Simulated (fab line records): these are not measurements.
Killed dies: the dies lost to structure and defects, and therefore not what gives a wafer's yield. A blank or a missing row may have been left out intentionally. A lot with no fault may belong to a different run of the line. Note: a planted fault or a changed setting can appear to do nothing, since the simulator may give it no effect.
Chamber matching / flow gf180mcu / rie_diel-03 running GF_SAB_ETCH_11: 4 sister chambers
The step etches SiO2 in C4F8/O2/Ar, target depth 55 nm, time 8.5 s. 4 wafers are shown with their chamber, then 11 later ones without.

## WAFERS, EACH WITH ITS CHAMBER
wafer=L078.6; chamber=3; oes_product_au (a.u.)=0.996
wafer=L079.6; chamber=1; oes_product_au (a.u.)=1.008
wafer=L081.4; chamber=2; oes_product_au (a.u.)=1.000
wafer=L084.1; chamber=0; oes_product_au (a.u.)=0.968

## WAFERS MISSING THEIR CHAMBER
wafer=L084.3; oes_product_au (a.u.)=0.996
wafer=L084.6; oes_product_au (a.u.)=0.977
wafer=L087.3; oes_product_au (a.u.)=1.010
wafer=L087.4; oes_product_au (a.u.)=0.998
wafer=L087.5; oes_product_au (a.u.)=0.998
wafer=L091.1; oes_product_au (a.u.)=1.000
wafer=L091.2; oes_product_au (a.u.)=0.995
wafer=L091.5; oes_product_au (a.u.)=0.994
wafer=L095.2; oes_product_au (a.u.)=0.996
wafer=L095.4; oes_product_au (a.u.)=0.989
wafer=L095.5; oes_product_au (a.u.)=0.995

## WHICH CHAMBER EACH ONE RAN IN
wafer=L084.3; from the rows above=can't be placed: 3 or 2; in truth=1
wafer=L084.6; from the rows above=0; in truth=0
wafer=L087.3; from the rows above=1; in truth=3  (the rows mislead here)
wafer=L087.4; from the rows above=can't be placed: 2 or 3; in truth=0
wafer=L087.5; from the rows above=can't be placed: 2 or 3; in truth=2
wafer=L091.1; from the rows above=can't be placed: 2 or 3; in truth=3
wafer=L091.2; from the rows above=can't be placed: 3 or 2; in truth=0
wafer=L091.5; from the rows above=can't be placed: 3 or 2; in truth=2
wafer=L095.2; from the rows above=can't be placed: 3 or 2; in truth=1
wafer=L095.4; from the rows above=can't be placed: 3 or 2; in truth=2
wafer=L095.5; from the rows above=can't be placed: 3 or 2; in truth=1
Correct placement for 1 of the 11. These rows do not allow placing 9 (true chamber among the candidates in 4). Wrongly placed: 1.
How it was worked out, from the rows above alone: a wafer's distance from a chamber is the root of the sum, over the readings, of the square of ((its reading less the chamber's mean) divided by the reading's scatter). If the next closest chamber is less than 2 further off than the closest, the wafer can't be placed; otherwise it belongs to the closest. A chamber's mean is the mean of its shown wafers. The scatter (one wafer shown for each chamber): square how far every hidden wafer sits from the nearest shown wafer, average those squares and take the square root.
